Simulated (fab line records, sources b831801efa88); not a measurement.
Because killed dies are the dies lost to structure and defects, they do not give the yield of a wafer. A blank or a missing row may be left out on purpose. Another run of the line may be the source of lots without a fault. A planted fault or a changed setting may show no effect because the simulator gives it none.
Matching of chambers / flow gf180mcu / 4 sister chambers for GF_STI_ETCH_14 on rie_si-02
The step etches Si in HBr/Cl2/O2, target depth 360 nm, time 102.9 s. 16 wafers are shown with their chamber, then 7 later ones without.

## WAFERS PAIRED WITH THEIR CHAMBERS
wafer=L501.1; chamber=3; drypump_motor_current_A (A)=5.0; run_length_s (s)=130.7; oes_product_au (a.u.)=0.991
wafer=L501.3; chamber=0; drypump_motor_current_A (A)=5.8; run_length_s (s)=130.9; oes_product_au (a.u.)=0.985
wafer=L501.6; chamber=2; drypump_motor_current_A (A)=5.1; run_length_s (s)=131.1; oes_product_au (a.u.)=0.999
wafer=L502.3; chamber=3; drypump_motor_current_A (A)=5.0; run_length_s (s)=131.1; oes_product_au (a.u.)=0.994
wafer=L502.4; chamber=2; drypump_motor_current_A (A)=5.0; run_length_s (s)=131.2; oes_product_au (a.u.)=1.005
wafer=L502.6; chamber=0; drypump_motor_current_A (A)=5.7; run_length_s (s)=130.6; oes_product_au (a.u.)=0.983
wafer=L503.1; chamber=2; drypump_motor_current_A (A)=5.0; run_length_s (s)=131.2; oes_product_au (a.u.)=0.995
wafer=L503.2; chamber=1; drypump_motor_current_A (A)=5.2; run_length_s (s)=130.8; oes_product_au (a.u.)=1.001
wafer=L503.4; chamber=3; drypump_motor_current_A (A)=5.0; run_length_s (s)=130.8; oes_product_au (a.u.)=1.002
wafer=L504.5; chamber=1; drypump_motor_current_A (A)=5.2; run_length_s (s)=130.9; oes_product_au (a.u.)=1.001
wafer=L504.6; chamber=0; drypump_motor_current_A (A)=5.7; run_length_s (s)=130.6; oes_product_au (a.u.)=0.990
wafer=L519.1; chamber=0; drypump_motor_current_A (A)=5.7; run_length_s (s)=131.2; oes_product_au (a.u.)=0.995
wafer=L519.3; chamber=3; drypump_motor_current_A (A)=5.0; run_length_s (s)=131.1; oes_product_au (a.u.)=0.995
wafer=L519.5; chamber=0; drypump_motor_current_A (A)=5.7; run_length_s (s)=130.9; oes_product_au (a.u.)=0.998
wafer=L522.1; chamber=0; drypump_motor_current_A (A)=5.8; run_length_s (s)=130.8; oes_product_au (a.u.)=1.003
wafer=L522.2; chamber=1; drypump_motor_current_A (A)=5.2; run_length_s (s)=130.8; oes_product_au (a.u.)=1.001

SIGNATURES (means of the wafers above)
reading=drypump_motor_current_A; chamber 0=5.733; chamber 1=5.200; chamber 2=5.033; chamber 3=5.000; scatter within a chamber=0.0408
reading=run_length_s; chamber 0=130.833; chamber 1=130.833; chamber 2=131.167; chamber 3=130.925; scatter within a chamber=0.181
reading=oes_product_au; chamber 0=0.99233; chamber 1=1.00100; chamber 2=0.99967; chamber 3=0.99550; scatter within a chamber=0.00588
Rule: for a wafer and a chamber, the distance is found by dividing, reading by reading, the gap between the wafer's reading and the chamber's mean by the reading's scatter, squaring, summing and taking the root. The wafer belongs to the nearest chamber; if the next one is less than 2 further off, it can't be placed. The scatter is the square root of a quotient: the sum, over the shown wafers, of each reading's squared deviation from its chamber's mean, divided by wafers minus chambers.

## WAFERS MISSING THEIR CHAMBER
wafer=L522.3; drypump_motor_current_A (A)=5.0; run_length_s (s)=131.0; oes_product_au (a.u.)=1.011
wafer=L523.3; drypump_motor_current_A (A)=5.2; run_length_s (s)=130.7; oes_product_au (a.u.)=0.991
wafer=L523.4; drypump_motor_current_A (A)=5.0; run_length_s (s)=130.7; oes_product_au (a.u.)=1.001
wafer=L523.5; drypump_motor_current_A (A)=5.2; run_length_s (s)=131.3; oes_product_au (a.u.)=0.999
wafer=L524.2; drypump_motor_current_A (A)=5.0; run_length_s (s)=131.1; oes_product_au (a.u.)=0.994
wafer=L524.3; drypump_motor_current_A (A)=5.7; run_length_s (s)=130.8; oes_product_au (a.u.)=0.977
wafer=L524.4; drypump_motor_current_A (A)=5.0; run_length_s (s)=131.6; oes_product_au (a.u.)=0.999

## THE CHAMBER EACH PASSED THROUGH
wafer=L522.3; from the rows above=can't be placed: 2 or 3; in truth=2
wafer=L523.3; from the rows above=1; in truth=1
wafer=L523.4; from the rows above=can't be placed: 3 or 2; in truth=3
wafer=L523.5; from the rows above=can't be placed: 1 or 2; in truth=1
wafer=L524.2; from the rows above=can't be placed: 3 or 2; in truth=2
wafer=L524.3; from the rows above=0; in truth=0
wafer=L524.4; from the rows above=can't be placed: 2 or 3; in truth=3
Correctly placed: 2 of 7. From these rows, 5 cannot be placed; in 5 the true chamber is one of the candidates. Number placed wrongly: 0.
